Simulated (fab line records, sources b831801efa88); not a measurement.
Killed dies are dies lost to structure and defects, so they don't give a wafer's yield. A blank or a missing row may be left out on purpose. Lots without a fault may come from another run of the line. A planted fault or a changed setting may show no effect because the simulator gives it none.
fab line records | flow sky130
record lots=12 wafers=35 last_day=50
route steps=708 shown FIELD_ISO@9 VT_ADJUST_LVTN@104 SD_P@330 CONTACT@421 PAD_OPEN@708
lots that met no fault: from a run of the same line without faults
start_h: hours from the record's first day to the start of the lot's first wafer shown | wait_h: hours since the lot's step before | " the same as in the row above | L1.1+2: a row that stands for several wafers | - no value, or no start given | * or withheld: withheld | < > ~ a bound
route shown NAME@n: a module of which the file shows steps, and the number in the route of the first | usual: mean/standard deviation of fault-free wafers | same: alike in all rows | chamber/n: place in a boat | sites: the reading at each site | _std_site: their standard deviation | _edge_site: outer sites' mean less inner sites' | radius_mm: how far each site lies from the wafer's centre | mask NAME#n: copy n | behind: the tool/chamber that last shaped the wafer | hold: why the lot was held/for how many hours/how that ended | device: the transistor (n, p or np) that didn't switch | end of line: the same wafers' tests at the end of the route | a step without rows: its recipe alone | killed: dies lost to structure and defects at the first sort, not the wafer's yield | map: a wafer's dies, x killed, . not, _ none there
set.NAME: the setting as run; set.NAME@STEP: as run at that earlier step | model.NAME: the simulator's own value behind a step, which no gauge read
steps of the route over a sample of lots; a table a step, a row a wafer
services: from which hour (start_h, from the record's first day; less than 0 if before it) a tool's chamber was out of use, for how many hours, and why
## steps
# step SKY_FIELD_ISO_COAT_08
# recipe resist=KrF-thick spin_rpm=3000 resist_thk_nm=450
# columns lot.wafer tool chamber start_h wait_h
L117.1+3+5 litho_track-04 0 21 -
L118.1+3+4 litho_track-01 0 26 -
L122.3+4+6 litho_track-03 0 46 -
L123.2+4+6 litho_track-01 0 51 -
L124.2+5+6 litho_track-01 0 56 -
L125.3+4+6 litho_track-01 0 61 -
L126.2+3+5 litho_track-04 0 67 -
L133.1+2+4 litho_track-01 0 104 -
L134.1+2 litho_track-01 0 109 -
L135.1+4+6 litho_track-04 0 113 -
L136.1+4+6 litho_track-03 0 118 -
L140.1+2+3 litho_track-04 0 141 -
# step SKY_FIELD_ISO_STRIP_16
# recipe chemistry=O2/N2 power_w=1400 pressure_mtorr=1500 platen_temp_c=withheld o2_flow_sccm=3000 n2_flow_sccm=300 overash_fraction=0.5
# usual drypump_motor_current_A=5.6/0.51 o2_flow_sccm=3001/8.6 oes_product_au=0.378/0.0045 strip_time_to_endpoint_s=3.556/0.027
# columns lot.wafer tool chamber start_h wait_h drypump_motor_current_A o2_flow_sccm oes_product_au rf_hours_counter_h strip_time_to_endpoint_s
L117.1 plasma_asher-02 0 29.20 0.0 5.1 2992 0.381 35 3.556
L117.3 " 0 " " 5.1 3005 0.377 - 3.545
L117.5 " 1 " " 5.8 3002 0.380 - 3.516
L118.1 plasma_asher-02 0 34.10 0.0 5.1 3015 0.386 36 3.579
L118.3 " 0 " " 5.1 3018 0.381 - 3.562
L118.4 " 1 " " 5.8 2997 0.380 - 3.575
L122.3 plasma_asher-01 1 55.29 0.1 6.3 3023 0.383 - 3.573
L122.4 " 0 " " 4.9 3012 0.378 - 3.573
L122.6 " 1 " " 6.3 3011 0.380 - 3.541
L123.2 plasma_asher-03 1 59.82 0.0 5.8 3015 0.375 39 3.559
L123.4 " 0 " " 5.6 3001 0.376 - 3.514
L123.6 " 1 " " 5.8 3021 0.383 - 3.594
L124.2 plasma_asher-02 0 65.16 0.0 5.1 2997 0.374 39 3.560
L124.5 " 1 " " 5.8 3002 0.373 - 3.515
L124.6 " 0 " " 5.1 3002 0.385 - 3.553
L125.3 plasma_asher-02 1 70.39 0.1 5.8 2998 0.383 - 3.599
L125.4 " 0 " " 5.1 3004 0.381 - 3.582
L125.6 " 1 " " 5.8 2992 0.373 - 3.571
L126.2 plasma_asher-02 1 75.70 0.0 5.8 2991 0.377 40 3.587
L126.3 " 0 " " 5.1 3019 0.381 - 3.565
L126.5 " 1 " " 5.8 3006 0.371 - 3.558
L133.1 plasma_asher-03 0 114.01 0.0 5.6 2998 0.348 44 2.737
L133.2 " 1 " " 5.8 3019 0.351 44 2.761
L133.4 " 0 " " 5.6 2992 0.375 - 3.534
L134.1 plasma_asher-02 0 119.10 0.0 5.1 2988 0.341 0 2.754
L134.2 " 1 " " 5.8 2984 0.345 0 2.748
L135.1 plasma_asher-01 0 123.45 0.0 4.9 3003 0.382 44 3.549
L135.4 " 0 " " 4.9 3005 0.385 - 3.571
L135.6 " 0 " " 4.9 2993 0.379 - 3.575
L136.1 plasma_asher-03 0 128.10 0.0 5.6 2993 0.374 45 3.523
L136.4 " 0 " " 5.6 2989 0.381 - 3.563
L136.6 " 0 " " 5.6 2996 0.371 - 3.534
L140.1 plasma_asher-01 1 151.02 0.0 6.4 3006 0.369 47 3.537
L140.2 " 0 " " 4.9 3004 0.388 47 3.562
L140.3 " 1 " " 6.4 3004 0.374 - 3.563
# step SKY_VT_ADJUST_LVTN_OVL_MEAS_07
# usual VT_ADJUST_LVTN_OVL=-1.0/1.3
# columns lot.wafer tool chamber start_h wait_h VT_ADJUST_LVTN_OVL[nm]
L117.1 overlay-01 - 140.88 - -1.3
L117.3 " - " " -0.8
L117.5 " - " " -1.6
L118.1 overlay-02 - 146.08 - -1.6
L118.3 " - " " 1.4
L118.4 " - " " -1.6
L122.3 overlay-02 - 169.21 - -1.8
L122.4 " - " " -0.6
L122.6 " - " " 0.1
L123.2 overlay-01 - 178.56 - -2.7
L123.4 " - " " -1.3
L123.6 " - " " -2.1
L124.2 overlay-01 - 186.08 - -0.8
L124.5 " - " " -0.4
L124.6 " - " " 1.3
L125.3 overlay-02 - 191.36 - -0.5
L125.4 " - " " -0.1
L125.6 " - " " -0.9
L126.2 overlay-01 - 195.16 - -2.1
L126.3 " - " " -2.1
L126.5 " - " " -3.4
L133.1 overlay-02 - 257.98 - -4.1
L133.2 " - " " -1.5
L133.4 " - " " -1.6
L135.1 overlay-01 - 267.78 - 0.5
L135.4 " - " " 0.5
L135.6 " - " " 0.3
L134.1 overlay-01 - 268.40 - -0.5
L134.2 " - " " 0.4
L136.1 overlay-02 - 276.85 - 0.6
L136.4 " - " " 0.3
L136.6 " - " " 1.6
L140.1 overlay-02 - 292.83 - -3.1
L140.2 " - " " -3.5
L140.3 " - " " -1.4
# step SKY_SD_P_STRIP_10
# recipe chemistry=O2/N2 power_w=1400 pressure_mtorr=1500 platen_temp_c=withheld o2_flow_sccm=3000 n2_flow_sccm=300 overash_fraction=0.5
# usual drypump_motor_current_A=5.7/0.53 o2_flow_sccm=3000/9.9 oes_product_au=0.617/0.0047 strip_time_to_endpoint_s=17.50/0.044
# columns lot.wafer tool chamber start_h wait_h drypump_motor_current_A o2_flow_sccm oes_product_au rf_hours_counter_h strip_time_to_endpoint_s
L117.1 plasma_asher-01 0 574.34 0.1 4.9 2997 0.608 14 17.52
L117.3 " 1 " " 6.4 3002 0.608 - 17.51
L117.5 " 0 " " 5.0 2997 0.612 - 17.51
L118.1 plasma_asher-04 0 589.46 0.1 6.4 2991 0.624 78 17.56
L118.3 " 0 " " 6.4 2976 0.620 - 17.55
L118.4 " 1 " " 5.5 3011 0.621 - 17.54
L123.2 plasma_asher-02 1 646.36 0.1 5.7 2989 0.619 50 17.58
L123.4 " 1 " " 5.8 2996 0.618 - 17.52
L123.6 " 0 " " 5.1 3026 0.618 - 17.56
L124.2 plasma_asher-04 0 647.61 0.1 6.4 2993 0.618 83 17.56
L124.5 " 1 " " 5.5 3009 0.619 - 17.53
L124.6 " 0 " " 6.4 3001 0.616 - 17.52
L122.3 plasma_asher-02 0 648.17 0.1 5.1 2989 0.621 - 17.51
L122.4 " 1 " " 5.8 3023 0.620 - 17.48
L122.6 " 0 " " 5.1 3005 0.612 - 17.53
L126.2 plasma_asher-04 0 661.44 0.1 6.4 3010 0.613 84 17.56
L126.3 " 0 " " 6.4 2993 0.615 - 17.50
L126.5 " 1 " " 5.5 3000 0.613 - 17.48
L125.3 plasma_asher-04 0 661.77 0.1 6.4 2999 0.619 - 17.48
L125.4 " 1 " " 5.5 3004 0.617 - 17.49
L125.6 " 0 " " 6.4 3000 0.620 - 17.49
L133.1 plasma_asher-04 1 727.01 0.1 5.5 2999 0.604 91 17.51
L133.2 " 0 " " 6.4 2979 0.625 91 17.49
L133.4 " 1 " " 5.5 3017 0.617 - 17.47
L135.1 plasma_asher-02 0 739.46 0.1 5.1 3006 0.626 59 17.48
L135.4 " 1 " " 5.8 3007 0.617 - 17.52
L135.6 " 0 " " 5.1 3014 0.618 - 17.51
L134.1 plasma_asher-01 0 742.91 0.1 5.0 2991 0.626 29 17.53
L134.2 " 1 " " 6.4 3002 0.624 29 17.49
L136.1 plasma_asher-04 1 751.00 0.1 5.4 2992 0.624 94 17.51
L136.4 " 1 " " 5.4 2995 0.619 - 17.51
L136.6 " 0 " " 6.4 2994 0.609 - 17.47
L140.1 plasma_asher-01 0 769.69 0.1 4.9 2996 0.615 31 17.53
L140.2 " 1 " " 6.4 2992 0.620 31 17.50
L140.3 " 0 " " 4.9 2999 0.618 - 17.47
# step SKY_CONTACT_OVL_MEAS_15
# usual CONTACT_OVL=0/4.9
# columns lot.wafer tool chamber start_h wait_h CONTACT_OVL[nm]
L117.1 overlay-01 - 720.97 0.1 6
L117.3 " - " " 4
L117.5 " - " " -4
L118.1 overlay-01 - 736.27 0.1 8
L118.3 " - " " -2
L118.4 " - " " 7
L123.2 overlay-01 - 788.45 0.1 0
L123.4 " - " " -5
L123.6 " - " " -9
L124.2 overlay-02 - 790.68 0.1 4
L124.5 " - " " 3
L124.6 " - " " 7
L122.3 overlay-01 - 791.71 0.1 -7
L122.4 " - " " 3
L122.6 " - " " -1
L126.2 overlay-02 - 803.30 0.1 9
L126.3 " - " " -2
L126.5 " - " " 3
L125.3 overlay-02 - 805.18 0.1 0
L125.4 " - " " -2
L125.6 " - " " 0
L133.1 overlay-02 - 864.60 0.1 1
L133.2 " - " " 2
L133.4 " - " " -2
L135.1 overlay-01 - 877.15 0.1 8
L135.4 " - " " 6
L135.6 " - " " 1
L134.1 overlay-01 - 879.94 0.1 -8
L134.2 " - " " -5
L136.1 overlay-01 - 888.19 0.1 -3
L136.4 " - " " -3
L136.6 " - " " -1
L140.1 overlay-02 - 906.65 0.1 -11
L140.2 " - " " 0
L140.3 " - " " -1
# step SKY_PAD_OPEN_PROBE_99
# usual killed_at_M0_to_M3=43/7 killed_at_M4_up=3.4/1.9 killed_at_contacts=24/5.4 killed_at_front_end=15/4.4 killed_at_other=0.4/0.63 killed_dies=86/9.1 killed_on_rim=16/3.5 killed_open=46/6.6 killed_short=39/6.6
# same gross_dies=492 killed_at_back_side=0
# columns lot.wafer tool chamber start_h wait_h killed_at_M0_to_M3 killed_at_M4_up killed_at_contacts killed_at_front_end killed_at_other killed_dies killed_on_rim killed_open killed_short
L125.3 prober-02 - 1129.52 0.2 43 5 24 14 1 87 19 55 32
L125.6 prober-02 - 1129.67 0.2 39 5 20 15 0 79 17 40 38
L134.1 prober-01 - 1182.95 0.1 37 4 21 23 1 86 20 51 35
# killed by level:class
L125.3 CONTACT:geometric_particle:open=14 VIA1:geometric_particle:open=13 FIELD_ISO:geometric_particle:open=7 VIA2:geometric_particle:open=7 VIA3:geometric_particle:short=5 VIA3:geometric_particle:open=5 LOCAL_INTERCONNECT:geometric_particle:short=4 METAL2:geometric_particle:short=4
L125.6 LI_CONTACT:geometric_particle:open=12 VIA1:geometric_particle:open=9 FIELD_ISO:geometric_particle:short=7 METAL1:geometric_particle:short=7 METAL2:geometric_particle:short=5 VIA2:geometric_particle:open=5 VIA3:geometric_particle:open=4 VIA3:geometric_particle:short=4
L134.1 VIA2:geometric_particle:open=10 CONTACT:geometric_particle:open=9 VIA3:geometric_particle:open=7 FIELD_ISO:geometric_particle:open=6 LI_CONTACT:geometric_particle:open=6 VIA1:geometric_particle:open=5 FIELD_ISO:geometric_particle:short=4 POLY_GATE:geometric_particle:open=4
## services
# columns tool chamber start_h hours kind
plasma_asher-02 - 23.45 2.3 repair
plasma_asher-03 - 24.28 2.8 pm
plasma_asher-03 - 29.20 2.8 repair
plasma_asher-04 - 32.66 1.1 repair
plasma_asher-02 - 108.75 9.0 pm
plasma_asher-03 - 116.93 2.6 repair
plasma_asher-02 - 147.14 2.0 repair
plasma_asher-03 - 230.29 2.3 repair
plasma_asher-03 - 258.05 1.7 repair
plasma_asher-04 - 311.37 15.6 pm
plasma_asher-02 - 347.39 0.9 repair
plasma_asher-02 - 350.72 3.0 repair
plasma_asher-04 - 365.08 2.8 pm
plasma_asher-01 - 412.23 2.9 repair
plasma_asher-01 - 421.25 9.0 pm
plasma_asher-02 - 456.58 4.3 pm
plasma_asher-02 - 482.53 8.7 repair
plasma_asher-01 - 539.19 16.0 pm
plasma_asher-02 - 550.15 2.8 pm
plasma_asher-02 - 562.79 19.4 pm
plasma_asher-01 - 576.01 14.6 pm
plasma_asher-02 - 640.53 1.0 repair
plasma_asher-01 - 683.63 1.3 repair
plasma_asher-01 - 755.65 2.3 repair
## key
first_sign step=SKY_FIELD_ISO_STRIP_16 reading=strip_time_to_endpoint_s direction=down sigmas=30 usual=* struck=*
effect step=SKY_FIELD_ISO_STRIP_16 reading=oes_product_au direction=down sigmas=7 usual=0.378 struck=0.346
met_at SKY_FIELD_ISO_COAT_08
struck_lots L133,L134
struck_wafers L133.1,L133.2,L134.1,L134.2
tester_left_out L133,L134
not_acting_at SKY_VT_ADJUST_LVTN_OVL_MEAS_07,SKY_SD_P_STRIP_10,SKY_CONTACT_OVL_MEAS_15
onset_between 61 104
fault kind=process_parameter_drift tool=litho_track-01 chamber=- onset_h=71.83 steps=SKY_FIELD_ISO_COAT_08 channel=resist_thk_nm offset=-73.627 shape=step end_h=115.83 scope=struck_wafers_only acts_in=these_recipes_only stated=450
# tester_left_out: of these lots the tester's yield and bins aren't shown, on N5 and GAA mostly nor the transistor test; their killed dies are dies lost to structure and defects alone, not to doping, threshold or leakage, so they don't give the yield
